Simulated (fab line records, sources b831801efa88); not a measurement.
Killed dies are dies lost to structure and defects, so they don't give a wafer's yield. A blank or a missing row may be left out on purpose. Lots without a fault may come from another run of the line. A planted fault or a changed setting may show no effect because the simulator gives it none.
fab line records | flow sky130
record lots=12 wafers=36 last_day=50
route steps=708 shown VT_ADJUST_HVTP@95 VT_ADJUST_PCH@151 SONOS_ONO@181 PAD_OPEN@708
lots that met no fault: from a run of the same line without faults
start_h: hours from the record's first day to the start of the lot's first wafer shown | wait_h: hours since the lot's step before | " the same as in the row above | L1.1+2: a row that stands for several wafers | - no value, or no start given | * or withheld: withheld | < > ~ a bound
route shown NAME@n: a module of which the file shows steps, and the number in the route of the first | usual: mean/standard deviation of fault-free wafers | same: alike in all rows | chamber/n: place in a boat | sites: the reading at each site | _std_site: their standard deviation | _edge_site: outer sites' mean less inner sites' | radius_mm: how far each site lies from the wafer's centre | mask NAME#n: copy n | behind: the tool/chamber that last shaped the wafer | hold: why the lot was held/for how many hours/how that ended | device: the transistor (n, p or np) that didn't switch | end of line: the same wafers' tests at the end of the route | a step without rows: its recipe alone | killed: dies lost to structure and defects at the first sort, not the wafer's yield | map: a wafer's dies, x killed, . not, _ none there
set.NAME: the setting as run; set.NAME@STEP: as run at that earlier step | model.NAME: the simulator's own value behind a step, which no gauge read
steps of the route over a sample of lots; a table a step, a row a wafer
services: from which hour (start_h, from the record's first day; less than 0 if before it) a tool's chamber was out of use, for how many hours, and why
## steps
# step SKY_VT_ADJUST_HVTP_STRIP_10
# recipe chemistry=O2/N2 power_w=1400 pressure_mtorr=1500 platen_temp_c=withheld o2_flow_sccm=3000 n2_flow_sccm=300 overash_fraction=0.5
# usual drypump_motor_current_A=5.7/0.35 oes_product_au=0.715/0.0041 strip_time_to_endpoint_s=14.19/0.044
# columns lot.wafer tool chamber start_h wait_h drypump_motor_current_A oes_product_au rf_hours_counter_h strip_time_to_endpoint_s
L823.1 plasma_asher-01 0 122.75 0.1 5.3 0.716 43 14.17
L823.2 " 1 " " 5.9 0.713 43 14.14
L823.5 " 1 " " 5.9 0.719 - 14.09
L825.1 plasma_asher-02 0 134.08 0.1 5.8 0.718 44 14.17
L825.5 " 0 " " 5.8 0.714 - 14.18
L825.6 " 1 " " 5.9 0.707 - 14.19
L828.1 plasma_asher-02 0 155.38 0.1 5.8 0.712 46 14.13
L828.2 " 1 " " 5.9 0.720 46 14.16
L828.6 " 0 " " 5.8 0.714 - 14.13
L829.1 plasma_asher-03 1 163.70 0.1 6.1 0.717 36 14.20
L829.3 " 0 " " 4.9 0.718 - 14.26
L829.5 " 1 " " 6.1 0.707 - 14.24
L831.1 plasma_asher-02 1 182.75 0.1 5.9 0.714 48 14.16
L831.3 " 0 " " 5.8 0.715 - 14.14
L831.6 " 1 " " 5.9 0.719 - 14.16
L830.1 plasma_asher-02 1 183.75 0.1 5.9 0.715 48 14.19
L830.2 " 0 " " 5.8 0.714 48 14.19
L830.4 " 1 " " 5.9 0.711 - 14.15
L832.1 plasma_asher-02 0 184.25 0.1 5.8 0.714 49 14.16
L832.5 " 1 " " 5.9 0.717 - 14.20
L832.6 " 0 " " 5.8 0.713 - 14.16
L840.2 plasma_asher-02 0 232.13 0.1 5.8 0.716 53 14.17
L840.4 " 0 " " 5.8 0.719 - 14.16
L840.6 " 1 " " 5.9 0.719 - 14.18
L842.3 plasma_asher-03 0 244.47 0.1 4.8 0.715 - 14.25
L842.4 " 1 " " 6.1 0.718 - 14.24
L842.5 " 0 " " 4.8 0.716 - 14.25
L843.1 plasma_asher-02 0 247.23 0.1 5.8 0.709 54 14.22
L843.2 " 1 " " 5.9 0.718 54 14.21
L843.3 " 0 " " 5.8 0.710 - 14.25
L845.2 plasma_asher-02 1 261.95 0.1 5.9 0.720 56 14.13
L845.4 " 0 " " 5.8 0.719 - 14.14
L845.5 " 1 " " 5.9 0.716 - 14.12
L846.3 plasma_asher-01 1 266.43 0.1 5.9 0.723 - 14.22
L846.4 " 0 " " 5.3 0.714 - 14.25
L846.6 " 1 " " 5.9 0.717 - 14.25
# step SKY_VT_ADJUST_PCH_IMPLANT_08
# recipe species=B energy_kev=10 dose_cm2=5e+11 tilt_deg=withheld
# usual dose_ions_cm2=5e+11/5.1e+08 faraday_current_uA=2.82/0.048
# columns lot.wafer tool chamber start_h wait_h dose_ions_cm2 faraday_current_uA
L823.1 implanter-03 0 226.43 0.0 5.002e+11 2.84
L823.2 " 0 " " 5.003e+11 2.78
L823.5 " 0 " " 4.995e+11 2.88
L825.1 implanter-04 0 238.81 0.0 4.991e+11 2.90
L825.5 " 0 " " 5.002e+11 2.81
L825.6 " 0 " " 4.997e+11 2.85
L828.1 implanter-04 0 265.71 0.0 5.001e+11 2.82
L828.2 " 0 " " 4.992e+11 2.80
L828.6 " 0 " " 4.997e+11 2.82
L829.1 implanter-03 0 276.18 0.0 5.003e+11 2.84
L829.3 " 0 " " 5.003e+11 2.74
L829.5 " 0 " " 5.013e+11 2.72
L831.1 implanter-03 0 300.78 0.0 5.002e+11 2.80
L831.3 " 0 " " 5.003e+11 2.76
L831.6 " 0 " " 5.003e+11 2.77
L830.1 implanter-03 0 302.43 0.0 5e+11 2.84
L830.2 " 0 " " 4.999e+11 2.83
L830.4 " 0 " " 5.002e+11 2.81
L832.1 implanter-01 0 302.48 0.0 5.001e+11 2.80
L832.5 " 0 " " 4.998e+11 2.85
L832.6 " 0 " " 4.998e+11 2.72
L840.2 implanter-03 0 359.05 0.0 1.995e+11 1.11
L840.4 " 0 " " 2.001e+11 1.15
L840.6 " 0 " " 2.007e+11 1.14
L842.3 implanter-03 0 374.01 0.1 2e+11 1.11
L842.4 " 0 " " 2.001e+11 1.10
L842.5 " 0 " " 2.007e+11 1.12
L843.1 implanter-04 0 376.78 0.0 5.003e+11 2.86
L843.2 " 0 " " 5e+11 2.82
L843.3 " 0 " " 5.002e+11 2.80
L845.2 implanter-01 0 396.90 0.0 4.992e+11 2.78
L845.4 " 0 " " 4.996e+11 2.76
L845.5 " 0 " " 5.003e+11 2.82
L846.3 implanter-01 0 401.48 0.1 4.989e+11 2.84
L846.4 " 0 " " 4.999e+11 2.86
L846.6 " 0 " " 4.997e+11 2.84
# step SKY_VT_ADJUST_PCH_TW_MEAS_10
# usual VT_ADJUST_PCH_TW=141.9/0.74
# columns lot.wafer tool chamber start_h wait_h VT_ADJUST_PCH_TW
L823.1 film_metro-02 - 226.83 0.2 140.4
L823.2 " - " " 140.1
L823.5 " - " " 142.4
L825.1 film_metro-04 - 239.06 0.1 141.6
L825.5 " - " " 141.9
L825.6 " - " " 141.4
L828.1 film_metro-02 - 265.96 0.1 141.3
L828.2 " - " " 141.3
L828.6 " - " " 140.6
L829.1 film_metro-02 - 276.43 0.1 141.3
L829.3 " - " " 140.5
L829.5 " - " " 141.7
L831.1 film_metro-01 - 301.03 0.1 141.9
L831.3 " - " " 141.9
L831.6 " - " " 141.9
L830.1 film_metro-02 - 302.68 0.1 141.9
L830.2 " - " " 142.0
L830.4 " - " " 141.1
L832.1 film_metro-01 - 302.73 0.1 141.5
L832.5 " - " " 142.0
L832.6 " - " " 142.1
L840.2 film_metro-04 - 359.29 0.1 113.3
L840.4 " - " " 113.5
L840.6 " - " " 114.0
L842.3 film_metro-01 - 374.23 0.1 113.3
L842.4 " - " " 112.6
L842.5 " - " " 112.3
L843.1 film_metro-04 - 377.03 0.1 141.8
L843.2 " - " " 141.8
L843.3 " - " " 141.4
L845.2 film_metro-01 - 397.14 0.1 141.8
L845.4 " - " " 141.7
L845.5 " - " " 141.7
L846.3 film_metro-04 - 401.70 0.1 142.8
L846.4 " - " " 142.6
L846.6 " - " " 142.7
# step SKY_SONOS_ONO_CD_MEAS_13
# recipe target_cd_nm=410
# usual cd_nm=410.7/2.2
# columns lot.wafer tool chamber start_h wait_h cd_nm
L823.1 cd_sem-01 - 279.13 0.1 412.8
L823.2 " - " " 411.0
L823.5 " - " " 413.7
L825.1 cd_sem-01 - 293.21 0.1 409.2
L825.5 " - " " 410.8
L825.6 " - " " 409.8
L829.1 cd_sem-02 - 342.59 0.1 410.9
L829.3 " - " " 410.7
L829.5 " - " " 413.4
L828.1 cd_sem-01 - 343.28 0.1 411.2
L828.2 " - " " 408.6
L828.6 " - " " 409.0
L831.1 cd_sem-02 - 359.73 0.1 411.1
L831.3 " - " " 408.6
L831.6 " - " " 408.3
L832.1 cd_sem-02 - 360.59 0.1 409.1
L832.5 " - " " 408.3
L832.6 " - " " 410.3
L830.1 cd_sem-02 - 361.19 0.1 408.6
L830.2 " - " " 409.7
L830.4 " - " " 406.0
L840.2 cd_sem-02 - 422.86 0.1 414.1
L840.4 " - " " 414.3
L840.6 " - " " 413.2
L842.3 cd_sem-02 - 438.18 0.1 412.7
L842.4 " - " " 413.3
L842.5 " - " " 411.6
L843.1 cd_sem-02 - 445.41 0.1 409.9
L843.2 " - " " 407.6
L843.3 " - " " 410.5
L845.2 cd_sem-02 - 464.73 0.1 409.1
L845.4 " - " " 407.8
L845.5 " - " " 411.4
L846.3 cd_sem-01 - 467.62 0.1 408.5
L846.4 " - " " 409.9
L846.6 " - " " 407.5
# step SKY_SONOS_ONO_STRIP_17
# recipe chemistry=O2/N2 power_w=1400 pressure_mtorr=1500 platen_temp_c=withheld o2_flow_sccm=3000 n2_flow_sccm=300 overash_fraction=0.5
# usual drypump_motor_current_A=5.6/0.55 oes_product_au=0.709/0.0043 strip_time_to_endpoint_s=14.12/0.042
# columns lot.wafer tool chamber start_h wait_h drypump_motor_current_A oes_product_au rf_hours_counter_h strip_time_to_endpoint_s
L823.1 plasma_asher-04 0 279.39 0.0 6.2 0.715 15 14.14
L823.2 " 1 " " 5.0 0.708 15 14.15
L823.5 " 1 " " 5.0 0.713 - 14.20
L825.1 plasma_asher-03 0 293.47 0.0 4.9 0.703 49 14.12
L825.5 " 1 " " 6.1 0.712 - 14.09
L825.6 " 0 " " 4.8 0.706 - 14.13
L829.1 plasma_asher-01 1 342.87 0.0 5.9 0.712 65 14.14
L829.3 " 0 " " 5.3 0.714 - 14.15
L829.5 " 1 " " 5.9 0.706 - 14.19
L828.1 plasma_asher-01 1 343.54 0.0 5.9 0.709 65 14.14
L828.2 " 0 " " 5.3 0.711 65 14.10
L828.6 " 0 " " 5.3 0.709 - 14.11
L831.1 plasma_asher-04 1 359.99 0.0 5.0 0.715 24 14.13
L831.3 " 0 " " 6.2 0.713 - 14.11
L831.6 " 1 " " 5.0 0.708 - 14.12
L832.1 plasma_asher-04 1 360.85 0.0 5.0 0.704 24 14.07
L832.5 " 0 " " 6.2 0.706 - 14.08
L832.6 " 1 " " 5.0 0.710 - 14.07
L830.1 plasma_asher-03 1 361.46 0.0 6.1 0.708 54 14.17
L830.2 " 0 " " 4.8 0.709 54 14.15
L830.4 " 1 " " 6.1 0.707 - 14.10
L840.2 plasma_asher-01 0 423.12 0.0 5.3 0.703 73 14.13
L840.4 " 1 " " 5.9 0.712 - 14.16
L840.6 " 1 " " 5.9 0.711 - 14.11
L842.3 plasma_asher-03 0 438.45 0.0 4.9 0.711 - 14.07
L842.4 " 1 " " 6.1 0.708 - 14.09
L842.5 " 0 " " 4.8 0.703 - 14.09
L843.1 plasma_asher-03 1 445.67 0.0 6.1 0.711 63 14.17
L843.2 " 0 " " 4.9 0.714 63 14.19
L843.3 " 0 " " 4.9 0.705 - 14.18
L845.2 plasma_asher-04 1 464.97 0.0 5.0 0.716 34 14.17
L845.4 " 1 " " 5.0 0.711 - 14.14
L845.5 " 1 " " 5.0 0.707 - 14.15
L846.3 plasma_asher-03 1 467.87 0.0 6.1 0.712 - 14.13
L846.4 " 0 " " 4.8 0.708 - 14.13
L846.6 " 1 " " 6.1 0.705 - 14.14
# step SKY_PAD_OPEN_PROBE_99
# usual killed_at_M0_to_M3=44/6 killed_at_M4_up=3.3/2.1 killed_at_contacts=25/5.5 killed_at_front_end=15/4.3 killed_at_other=0.2/0.41 killed_dies=88/9.1 killed_open=48/6.6 killed_short=39/6.7
# same gross_dies=492 killed_at_back_side=0
# columns lot.wafer tool chamber start_h wait_h killed_at_M0_to_M3 killed_at_M4_up killed_at_contacts killed_at_front_end killed_at_other killed_dies killed_open killed_short
L831.1 prober-01 - 1134.04 0.1 41 1 31 21 0 94 60 34
L831.3 prober-01 - 1134.14 0.2 44 6 35 13 0 98 63 35
L831.6 prober-01 - 1134.29 0.2 47 7 29 15 2 100 46 52
# killed by level:class
L831.1 LI_CONTACT:geometric_particle:open=13 VIA1:geometric_particle:open=11 CONTACT:geometric_particle:open=10 VIA3:geometric_particle:open=8 FIELD_ISO:geometric_particle:short=6 VIA2:geometric_particle:open=5 METAL2:geometric_particle:short=4 POLY_GATE:geometric_particle:open=4
L831.3 VIA1:geometric_particle:open=21 CONTACT:geometric_particle:open=12 LI_CONTACT:geometric_particle:open=10 CONTACT:geometric_particle:short=5 VIA2:geometric_particle:open=5 POLY_GATE:geometric_particle:short=4 LI_CONTACT:geometric_particle:short=4 METAL1:geometric_particle:short=4
L831.6 VIA1:geometric_particle:open=10 CONTACT:geometric_particle:open=9 CONTACT:geometric_particle:short=8 METAL2:geometric_particle:short=8 VIA2:geometric_particle:open=7 VIA1:geometric_particle:short=7 METAL4:geometric_particle:short=6 FIELD_ISO:geometric_particle:open=4
## services
# columns tool chamber start_h hours kind
implanter-01 - 102.01 0.8 repair
plasma_asher-04 - 108.75 9.0 pm
implanter-01 - 129.56 9.0 pm
implanter-04 - 130.70 1.7 repair
implanter-01 - 142.23 5.2 repair
plasma_asher-04 - 146.98 0.7 repair
implanter-03 - 161.52 3.8 repair
implanter-03 - 170.05 3.0 pm
implanter-04 - 171.53 2.1 pm
implanter-03 - 173.32 12.2 repair
implanter-04 - 194.55 3.2 pm
plasma_asher-04 - 240.67 2.2 repair
implanter-01 - 264.01 3.1 pm
plasma_asher-02 - 271.89 3.8 repair
implanter-03 - 283.45 3.7 repair
plasma_asher-01 - 303.03 1.1 repair
implanter-04 - 313.57 3.3 repair
implanter-03 - 330.61 2.2 repair
plasma_asher-02 - 332.98 3.5 repair
plasma_asher-03 - 345.43 14.6 pm
implanter-03 - 345.63 3.9 repair
plasma_asher-02 - 352.09 2.6 repair
implanter-01 - 408.94 1.4 repair
plasma_asher-02 - 421.25 9.0 pm
## key
first_sign step=SKY_VT_ADJUST_PCH_IMPLANT_08 reading=dose_ions_cm2 direction=down sigmas=99+ usual=* struck=*
effect step=SKY_VT_ADJUST_PCH_IMPLANT_08 reading=faraday_current_uA direction=down sigmas=35 usual=2.82 struck=1.12
effect step=SKY_VT_ADJUST_PCH_TW_MEAS_10 reading=VT_ADJUST_PCH_TW direction=down sigmas=39 usual=141.9 struck=113.1
met_at SKY_VT_ADJUST_PCH_IMPLANT_08
struck_lots L840,L842
tester_left_out L840,L842
not_acting_at SKY_VT_ADJUST_HVTP_STRIP_10,SKY_SONOS_ONO_CD_MEAS_13,SKY_SONOS_ONO_STRIP_17
onset_between 302.43 359.05
fault kind=process_parameter_drift tool=implanter-03 chamber=- onset_h=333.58 steps=SKY_VT_ADJUST_PCH_IMPLANT_08 channel=dose_cm2 offset=* shape=step end_h=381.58 acts_in=* stated=*
# tester_left_out: of these lots the tester's yield and bins aren't shown, on N5 and GAA mostly nor the transistor test; their killed dies are dies lost to structure and defects alone, not to doping, threshold or leakage, so they don't give the yield
